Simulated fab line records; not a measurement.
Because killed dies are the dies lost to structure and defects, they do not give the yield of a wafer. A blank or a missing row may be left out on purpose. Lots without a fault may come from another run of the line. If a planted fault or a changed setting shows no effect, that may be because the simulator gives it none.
Problem report in the 8D (eight disciplines) form, filled by code + flow sky130 + the parts of the form that need people (team, actions taken, sign-off) are left out

== 1. PROBLEM STATEMENT ==
beam energy keV at SKY_LDD_N_IMPLANT_10 reads a mean of 16.899 on 6 wafers of 2 lots; wafers without a fault read 20.001 with a standard deviation of 0.0055. So: -99 or more standard deviations from the usual mean.
Earliest sighting: wafer L204.2 on implanter-04 at day 21 16:17. The record has a number at this step for 42 wafers belonging to 14 lots. The rule behind "out" and "out of limits": a value lying over 4 standard deviations away from the usual mean. The rest of the wafers with a number are treated as sound.

== 2. WHAT IT IS, AND WHAT IT ISN'T ==
| question                    | is                                             | is not                                                                                             |
|-----------------------------|------------------------------------------------|----------------------------------------------------------------------------------------------------|
| which readings at this step | beam energy keV, beam on s, faraday current uA | -                                                                                                  |
| which lots                  | L204, L206                                     | L195, L196, L197, L198, L199, L203, L210, L211, L214, L216, L217, L218                             |
| which wafers of those lots  | all that have a number                         | -                                                                                                  |
| read on which tools         | implanter-04                                   | implanter-01, implanter-02                                                                         |
| when                        | from day 21 16:17                              | up to then (18 sound wafers); but 18 sound wafers of L210, L211, L214, L216, L217, L218 came after |

== 3. SUSPECTS, AND WHAT RULES EACH OUT ==
Counting: any tool at a process step up to the reading is kept as a suspect provided that every lot that is out went through it and no sound lot did after the first of them.
- implanter-04 at SKY_LDD_N_IMPLANT_10: ruled out as a lasting fault. After its first lot that is out, L204 (day 21 16:17), sound lots L216 ran on it.
Left after counting: nothing in the record.

== 4. THE CAUSE (what the simulator had put in) ==
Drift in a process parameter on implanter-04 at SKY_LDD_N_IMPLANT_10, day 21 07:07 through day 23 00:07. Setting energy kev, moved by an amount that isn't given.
Counting ruled it out, wrongly.

== 5. THE EFFECT CHAIN, in route order ==
Each row: a reading where the mean over the struck wafers with a number is more than 3 standard deviations away from the usual. Only readings whose record carries a usual standard deviation are examined. hours: median over the lots of the time between each lot's start at the first step of this table that gives one and its start at this step. sigmas: the change, counted in usual standard deviations.
| hours | step                 | reading            | usual   | on struck wafers | change | sigmas      |
|-------|----------------------|--------------------|---------|------------------|--------|-------------|
| 0     | SKY_LDD_N_IMPLANT_10 | beam energy keV    | 20.001  | 16.899           | -3.102 | -99 or more |
| 0     | SKY_LDD_N_IMPLANT_10 | beam on s          | 10.02 s | 11.51            | +1.49  | +7.1        |
| 0     | SKY_LDD_N_IMPLANT_10 | faraday current uA | 422     | 367              | -55    | -6.1        |
Process steps it contains:
- SKY_LDD_N_IMPLANT_10
At these later measuring or inspecting steps, every struck wafer for which the step has a row has a number for every such reading, and none has moved that far: SKY_LDD_P_CD_MEAS_07.

== 6. HOW IT WOULD HAVE BEEN CAUGHT EARLIER ==
In this record the first reading out of limits was taken at day 21 16:17, 9 hours after the fault began at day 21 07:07.
